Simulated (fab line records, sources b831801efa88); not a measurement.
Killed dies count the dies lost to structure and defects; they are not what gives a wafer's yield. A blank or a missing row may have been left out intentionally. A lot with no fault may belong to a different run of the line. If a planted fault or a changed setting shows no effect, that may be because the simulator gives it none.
Struck lot and sound lot, side by side :: flow sky130 :: 31 out of 708 route steps
Sound: wafers L171.1, L171.4, L171.5. Wafers struck: L187.2, L187.5, L187.6. The cause comes at the end.
Per side, at each step with rows, come the tool, then ch with its chambers, and then its first start. Under that, the readings that differ: sound wafers :: struck wafers :: difference of the means :: sigmas: that difference in standard deviations of wafers without a fault.
alike: readings with means less than 2 such deviations apart, plus words and numbers identical on both sides. not compared: withheld readings, readings lacking a value on some wafer, bounds such as >300 that could conceal the same value, and numbers that have no deviation in the record and whose values overlap.
Wherever a step has rows on one side only, a row that says differs or no value, or a row with sigmas, the two part there. Non-overlapping numbers with no deviation appear without sigmas and do not part them. Lack of a reading on every wafer of one side parts them only where that side has two or more wafers.

first, 9 steps without rows for these wafers: SKY_RES_XHIGH_IMPLANT_07; SKY_RES_XHIGH_STRIP_08 (strips in O2/N2); SKY_SD_N_DEHYDRATE_00 (time 60 s); SKY_SD_N_HMDS_01 (prime time 60 s); SKY_SD_N_COAT_02 (resist thk 1140 nm); SKY_SD_N_SOFTBAKE_03 (time 60 s); SKY_SD_N_EXPOSE_04 (exposes mask NSDM, target cd 380 nm); SKY_SD_N_PEB_05; SKY_SD_N_DEVELOP_06 (develop time 60 s).
SKY_SD_N_IMPLANT_09:
  sound on implanter-01 ch 0, day 29 13:01; struck on implanter-01 ch 0, day 34 04:43
then, 20 steps without rows for these wafers: SKY_SD_N_IMPLANT_10; SKY_SD_N_STRIP_11 (strips in O2/N2); SKY_SD_N_CLEAN_13 (cleans in SC1/SC2, time 150 s); SKY_SD_N_RTA_14 (time 2 s); SKY_SALICIDE_CLEAN_00 (cleans in HF-last, time 30 s); SKY_LI_CONTACT_HDPCVD_00 (deposits PSG, target thk 930 nm, time 155 s); SKY_LI_CONTACT_CMP_02 (polishes PSG); SKY_LI_CONTACT_DEHYDRATE_04 (time 60 s); SKY_LI_CONTACT_HMDS_05 (prime time 60 s); SKY_LI_CONTACT_COAT_06 (resist thk 60 nm); SKY_LI_CONTACT_COAT_07 (resist thk 450 nm); SKY_LI_CONTACT_SOFTBAKE_08 (time 90 s); SKY_LI_CONTACT_EXPOSE_09 (exposes mask LICM1, target cd 170 nm); SKY_LI_CONTACT_PEB_10; SKY_LI_CONTACT_DEVELOP_11 (develop time 60 s); SKY_LI_CONTACT_ETCH_14 (etches BARC in N2/H2, stops on SiO2, time 45.9 s, target depth 60 nm); SKY_LI_CONTACT_ETCH_15 (etches PSG in C4F8/O2/Ar, stops on Si, target depth 600 nm); SKY_LI_CONTACT_STRIP_16 (strips in O2/N2); SKY_LI_CONTACT_CLEAN_17 (cleans in NMP, time 600 s); SKY_LI_CONTACT_PRE_CLEAN_18 (time 5.6 s).
-- a jump in the record: the struck wafers' starts before and after are 16 days apart (it breaks off in module LI_CONTACT and resumes in module PAD_OPEN, where the first step shown is number 708 of the route) --
SKY_PAD_OPEN_PROBE_99:
  sound on prober-01, day 47 04:20; struck on prober-01, day 50 08:56
reading: model.etest.nfet_16v.rOnOhmUm
sound: 1.364e+04 1.369e+04 1.356e+04
struck: 1.476e+04 1.446e+04 1.446e+04
difference: +9.300e+02
sigmas: 

reading: model.etest.nfetG5v0d10v5.rOnOhmUm
sound: 1846 1852 1850
struck: 2008 1976 1933
difference: +123
sigmas: 

reading: model.etest.nfet_01v8.rOnOhmUm
sound: 819.1 813 808.7
struck: 887.6 885.2 857.1
difference: +63.0
sigmas: 

reading: model.etest.sonosUncharged.rOnOhmUm
sound: 791 794.1 794.1
struck: 847.9 854.9 815.2
difference: +46.3
sigmas: 

reading: model.etest.nfet_05v0_nvt.driveUaUm
sound: 595.7 597.5 596.5
struck: 555.5 564.5 569.2
difference: -33.5
sigmas: 

reading: model.etest.nfet_16v.driveUaUm
sound: 231.5 234.4 233.2
struck: 208.1 214.6 215.4
difference: -20.3
sigmas: 

reading: model.etest.resNdiff.rsOhmSqRimLessCentre
sound: 2.07 1.71 0.1407
struck: -0.7679 -1.599 -0.207
difference: -2.1649
sigmas: 

reading: model.etest.capOno.gateBvV (V)
sound: 16.26 16.45 16.23
struck: 14.48 14.59 14.59
difference: -1.76
sigmas: 
  alike: killed_at_M0_to_M3, killed_at_M4_up, killedAtContacts, killedAtFrontEnd, killedAtOther, killedDies, killedOpen, killedShort

== WHERE THEY PART ==
Nowhere in this record.

WHY: what had been put in by the simulator
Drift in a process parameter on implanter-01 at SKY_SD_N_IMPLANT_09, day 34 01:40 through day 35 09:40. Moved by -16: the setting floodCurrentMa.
